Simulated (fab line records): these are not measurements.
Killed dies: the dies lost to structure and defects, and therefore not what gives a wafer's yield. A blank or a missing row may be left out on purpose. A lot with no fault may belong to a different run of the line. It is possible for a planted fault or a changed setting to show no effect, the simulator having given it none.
Which tool did it? :: flow sfq line :: 14 lots with 40 wafers sampled at 4 steps, on a route of 325 steps

== WHAT EACH GAUGE READ, for each wafer ==
SFQ_I6_BOW_MEAS_941.
lot: L798
measured: day 71 04:13
on: film metro-01
I6_BOW (um): 1 2 2

lot: L799
measured: day 75 17:02
on: film metro-01
I6_BOW (um): 6 14 6

lot: L800
measured: day 75 23:01
on: film metro-03
I6_BOW (um): -3 -7 -13

lot: L803
measured: day 76 10:31
on: film metro-01
I6_BOW (um): 18 15 19

lot: L807
measured: day 77 00:03
on: film metro-01
I6_BOW (um): -1 -3

lot: L808
measured: day 77 03:01
on: film metro-03
I6_BOW (um): -12 0 -9

lot: L809
measured: day 77 06:01
on: film metro-01
I6_BOW (um): 6 13

lot: L813
measured: day 77 21:18
on: film metro-04
I6_BOW (um): 9 16 28

lot: L816
measured: day 79 21:46
on: film metro-03
I6_BOW (um): 7 2 6

lot: L817
measured: day 80 00:41
on: film metro-01
I6_BOW (um): 14 27 7

lot: L818
measured: day 81 06:20
on: film metro-04
I6_BOW (um): -1 6 0

lot: L819
measured: day 81 17:43
on: film metro-04
I6_BOW (um): -8 12 9

lot: L820
measured: day 81 23:44
on: film metro-04
I6_BOW (um): 1 10 5

lot: L821
measured: day 82 09:20
on: film metro-04
I6_BOW (um): -13 -3 -3

== WHAT TOOL EACH LOT RAN ON (gives the tool, then ch and the chambers of the sampled wafers, and finally the start) ==
lot: L798
SFQ_TRILAYER_R5_ETCH_METAL_ETCH_139: rie metal-04 ch 0,1, day 60 20:57
SFQ_TRILAYER_M6_ETCH_METAL_ETCH_162: rie metal-02 ch 0,1, day 71 00:12
SFQ_TRILAYER_I6_CMP_CMP_166: cmp-01 ch 0,3, day 71 01:42

lot: L799
SFQ_TRILAYER_R5_ETCH_METAL_ETCH_139: rie metal-03 ch 0,1, day 60 23:52
SFQ_TRILAYER_M6_ETCH_METAL_ETCH_162: rie metal-01 ch 0,1, day 75 13:02
SFQ_TRILAYER_I6_CMP_CMP_166: cmp-02 ch 0,1,3, day 75 15:31

lot: L800
SFQ_TRILAYER_R5_ETCH_METAL_ETCH_139: rie metal-02 ch 0,1, day 61 01:04
SFQ_TRILAYER_M6_ETCH_METAL_ETCH_162: rie metal-02 ch 0,1, day 75 17:50
SFQ_TRILAYER_I6_CMP_CMP_166: cmp-02 ch 0,2,3, day 75 20:01

lot: L803
SFQ_TRILAYER_R5_ETCH_METAL_ETCH_139: rie metal-04 ch 0,1, day 66 11:02
SFQ_TRILAYER_M6_ETCH_METAL_ETCH_162: rie metal-02 ch 0,1, day 76 02:17
SFQ_TRILAYER_I6_CMP_CMP_166: cmp-01 ch 0,1, day 76 07:27

lot: L807
SFQ_TRILAYER_R5_ETCH_METAL_ETCH_139: rie metal-03 ch 0, day 66 21:50
SFQ_TRILAYER_M6_ETCH_METAL_ETCH_162: rie metal-02 ch 0,1, day 76 13:05
SFQ_TRILAYER_I6_CMP_CMP_166: cmp-01 ch 3, day 76 21:01

lot: L808
SFQ_TRILAYER_R5_ETCH_METAL_ETCH_139: rie metal-02 ch 1, day 67 00:13
SFQ_TRILAYER_M6_ETCH_METAL_ETCH_162: rie metal-03 ch 0,1, day 76 14:14
SFQ_TRILAYER_I6_CMP_CMP_166: cmp-01 ch 1,2,3, day 77 00:01

lot: L809
SFQ_TRILAYER_R5_ETCH_METAL_ETCH_139: rie metal-04 ch 1, day 67 01:25
SFQ_TRILAYER_M6_ETCH_METAL_ETCH_162: rie metal-01 ch 1, day 76 15:26
SFQ_TRILAYER_I6_CMP_CMP_166: cmp-01 ch 0,2, day 77 03:31

lot: L813
SFQ_TRILAYER_R5_ETCH_METAL_ETCH_139: rie metal-02 ch 0,1, day 67 11:01
SFQ_TRILAYER_M6_ETCH_METAL_ETCH_162: rie metal-01 ch 0,1, day 77 02:14
SFQ_TRILAYER_I6_CMP_CMP_166: cmp-02 ch 0,1, day 77 18:48

lot: L816
SFQ_TRILAYER_R5_ETCH_METAL_ETCH_139: rie metal-04 ch 0,1, day 70 06:28
SFQ_TRILAYER_M6_ETCH_METAL_ETCH_162: rie metal-03 ch 0,1, day 79 16:25
SFQ_TRILAYER_I6_CMP_CMP_166: cmp-01 ch 0,3, day 79 19:16

lot: L817
SFQ_TRILAYER_R5_ETCH_METAL_ETCH_139: rie metal-02 ch 0,1, day 70 12:28
SFQ_TRILAYER_M6_ETCH_METAL_ETCH_162: rie metal-01 ch 0,1, day 79 20:40
SFQ_TRILAYER_I6_CMP_CMP_166: cmp-02 ch 0,3, day 79 21:40

lot: L818
SFQ_TRILAYER_R5_ETCH_METAL_ETCH_139: rie metal-03 ch 0,1, day 72 11:08
SFQ_TRILAYER_M6_ETCH_METAL_ETCH_162: rie metal-01 ch 0,1, day 81 00:16
SFQ_TRILAYER_I6_CMP_CMP_166: cmp-02 ch 1,2, day 81 03:20

lot: L819
SFQ_TRILAYER_R5_ETCH_METAL_ETCH_139: rie metal-03 ch 0,1, day 73 00:20
SFQ_TRILAYER_M6_ETCH_METAL_ETCH_162: rie metal-03 ch 0,1, day 81 13:43
SFQ_TRILAYER_I6_CMP_CMP_166: cmp-02 ch 1,2,3, day 81 15:11

lot: L820
SFQ_TRILAYER_R5_ETCH_METAL_ETCH_139: rie metal-03 ch 0,1, day 73 02:45
SFQ_TRILAYER_M6_ETCH_METAL_ETCH_162: rie metal-03 ch 0,1, day 81 19:46
SFQ_TRILAYER_I6_CMP_CMP_166: cmp-01 ch 0,1,2, day 81 21:41

lot: L821
SFQ_TRILAYER_R5_ETCH_METAL_ETCH_139: rie metal-04 ch 0,1, day 73 08:44
SFQ_TRILAYER_M6_ETCH_METAL_ETCH_162: rie metal-03 ch 0,1, day 82 05:19
SFQ_TRILAYER_I6_CMP_CMP_166: cmp-02 ch 0,2, day 82 06:19
- SFQ_TRILAYER_R5_ETCH_METAL_ETCH_139: etches the open film in Cl2, stops on SiO2, target depth 60 nm, time 40 s.
- SFQ_TRILAYER_M6_ETCH_METAL_ETCH_162: etches Nb in Cl2/Ar, stops on SiO2, target depth 240 nm, time 120 s.
- SFQ_TRILAYER_I6_CMP_CMP_166: polishes SiO2.

== AS READ BY THE TOOLS THEMSELVES (means over the sampled wafers that have a number; for cases with no such wafer, the mark the record gives instead) ==
SFQ_TRILAYER_R5_ETCH_METAL_ETCH_139.
lot: L798
tool: rie metal-04
drypump motor current A (A): 6.04
oes product au (a.u.): 0.995

lot: L799
tool: rie metal-03
drypump motor current A (A): 5.80
oes product au (a.u.): 0.993

lot: L800
tool: rie metal-02
drypump motor current A (A): 6.02
oes product au (a.u.): 0.996

lot: L803
tool: rie metal-04
drypump motor current A (A): 6.04
oes product au (a.u.): 0.990

lot: L807
tool: rie metal-03
drypump motor current A (A): 5.91
oes product au (a.u.): 0.988

lot: L808
tool: rie metal-02
drypump motor current A (A): 6.30
oes product au (a.u.): 0.993

lot: L809
tool: rie metal-04
drypump motor current A (A): 6.15
oes product au (a.u.): 0.994

lot: L813
tool: rie metal-02
drypump motor current A (A): 6.03
oes product au (a.u.): 0.985

lot: L816
tool: rie metal-04
drypump motor current A (A): 5.91
oes product au (a.u.): 0.984

lot: L817
tool: rie metal-02
drypump motor current A (A): 5.75
oes product au (a.u.): 0.989

lot: L818
tool: rie metal-03
drypump motor current A (A): 5.79
oes product au (a.u.): 0.991

lot: L819
tool: rie metal-03
drypump motor current A (A): 5.83
oes product au (a.u.): 0.989

lot: L820
tool: rie metal-03
drypump motor current A (A): 5.81
oes product au (a.u.): 0.993

lot: L821
tool: rie metal-04
drypump motor current A (A): 5.90
oes product au (a.u.): 0.981

SFQ_TRILAYER_M6_ETCH_METAL_ETCH_162.
lot: L798
tool: rie metal-02
drypump motor current A (A): 6.04
oes product au (a.u.): 0.899

lot: L799
tool: rie metal-01
drypump motor current A (A): 5.45
oes product au (a.u.): 0.882

lot: L800
tool: rie metal-02
drypump motor current A (A): 5.74
oes product au (a.u.): 0.894

lot: L803
tool: rie metal-02
drypump motor current A (A): 6.02
oes product au (a.u.): 0.883

lot: L807
tool: rie metal-02
drypump motor current A (A): 5.88
oes product au (a.u.): 0.899

lot: L808
tool: rie metal-03
drypump motor current A (A): 5.85
oes product au (a.u.): 0.891

lot: L809
tool: rie metal-01
drypump motor current A (A): 5.44
oes product au (a.u.): 0.899

lot: L813
tool: rie metal-01
drypump motor current A (A): 5.50
oes product au (a.u.): 0.899

lot: L816
tool: rie metal-03
drypump motor current A (A): 5.82
oes product au (a.u.): 0.901

lot: L817
tool: rie metal-01
drypump motor current A (A): 5.48
oes product au (a.u.): 0.891

lot: L818
tool: rie metal-01
drypump motor current A (A): 5.51
oes product au (a.u.): 0.905

lot: L819
tool: rie metal-03
drypump motor current A (A): 5.84
oes product au (a.u.): 0.903

lot: L820
tool: rie metal-03
drypump motor current A (A): 5.86
oes product au (a.u.): 0.889

lot: L821
tool: rie metal-03
drypump motor current A (A): 5.86
oes product au (a.u.): 0.898

SFQ_TRILAYER_I6_CMP_CMP_166.
lot: L798
tool: cmp-01
motor current A (A): 9.9
retaining ring pressure frac: 0.997
time to endpoint s (s): 214

lot: L799
tool: cmp-02
motor current A (A): 10.5
retaining ring pressure frac: 0.997
time to endpoint s (s): 219

lot: L800
tool: cmp-02
motor current A (A): 10.0
retaining ring pressure frac: 1.002
time to endpoint s (s): 221

lot: L803
tool: cmp-01
motor current A (A): 10.0
retaining ring pressure frac: 1.001
time to endpoint s (s): 220

lot: L807
tool: cmp-01
motor current A (A): 10.4
retaining ring pressure frac: 0.999
time to endpoint s (s): 170

lot: L808
tool: cmp-01
motor current A (A): 10.5
retaining ring pressure frac: 0.996
time to endpoint s (s): 184

lot: L809
tool: cmp-01
motor current A (A): 9.7
retaining ring pressure frac: 0.998
time to endpoint s (s): 116

lot: L813
tool: cmp-02
motor current A (A): 10.3
retaining ring pressure frac: 1.005
time to endpoint s (s): 223

lot: L816
tool: cmp-01
motor current A (A): 9.8
retaining ring pressure frac: 1.003
time to endpoint s (s): 214

lot: L817
tool: cmp-02
motor current A (A): 11.0
retaining ring pressure frac: 0.998
time to endpoint s (s): 217

lot: L818
tool: cmp-02
motor current A (A): 9.1
retaining ring pressure frac: 1.001
time to endpoint s (s): 220

lot: L819
tool: cmp-02
motor current A (A): 9.5
retaining ring pressure frac: 1.003
time to endpoint s (s): 213

lot: L820
tool: cmp-01
motor current A (A): 10.1
retaining ring pressure frac: 1.000
time to endpoint s (s): 222

lot: L821
tool: cmp-02
motor current A (A): 9.4
retaining ring pressure frac: 0.999
time to endpoint s (s): 218

== THE ANSWER, worked out from the rows above alone ==
Rule: usual is defined by the lots themselves. Put in order of their means at a reading, lots are off if they are a third of the lots or fewer, leave a main group of 4 or more, and stand apart from it by a gap of 3 or more times the standard deviation of the main group's means; of several such gaps the widest counts. The tables above print the reading to a certain number of digits; a main group whose means all agree to those digits is not used. Also off: a lot with no number at a reading for which 4 or more lots have one. Where the step has rows for the other lots, those lots are counted as sound. After the gauges, taken in route order, come the tools' own readings; for these a lot's mean is taken, as printed above. At the first step where some lot is off, the reading lying furthest off is the one used; lots without a number count as furthest.
Off, at SFQ_TRILAYER_I6_CMP_CMP_166 on time to endpoint s: L807, L808, L809. Mean 218 s and standard deviation 3.2 in the main group.
A tool fits if, at that step or a process step before it, it ran every lot that is off, and no sound lot after the first of them. Not one of the candidates tried fits.

== WHAT THE SIMULATOR HAD PUT IN ==
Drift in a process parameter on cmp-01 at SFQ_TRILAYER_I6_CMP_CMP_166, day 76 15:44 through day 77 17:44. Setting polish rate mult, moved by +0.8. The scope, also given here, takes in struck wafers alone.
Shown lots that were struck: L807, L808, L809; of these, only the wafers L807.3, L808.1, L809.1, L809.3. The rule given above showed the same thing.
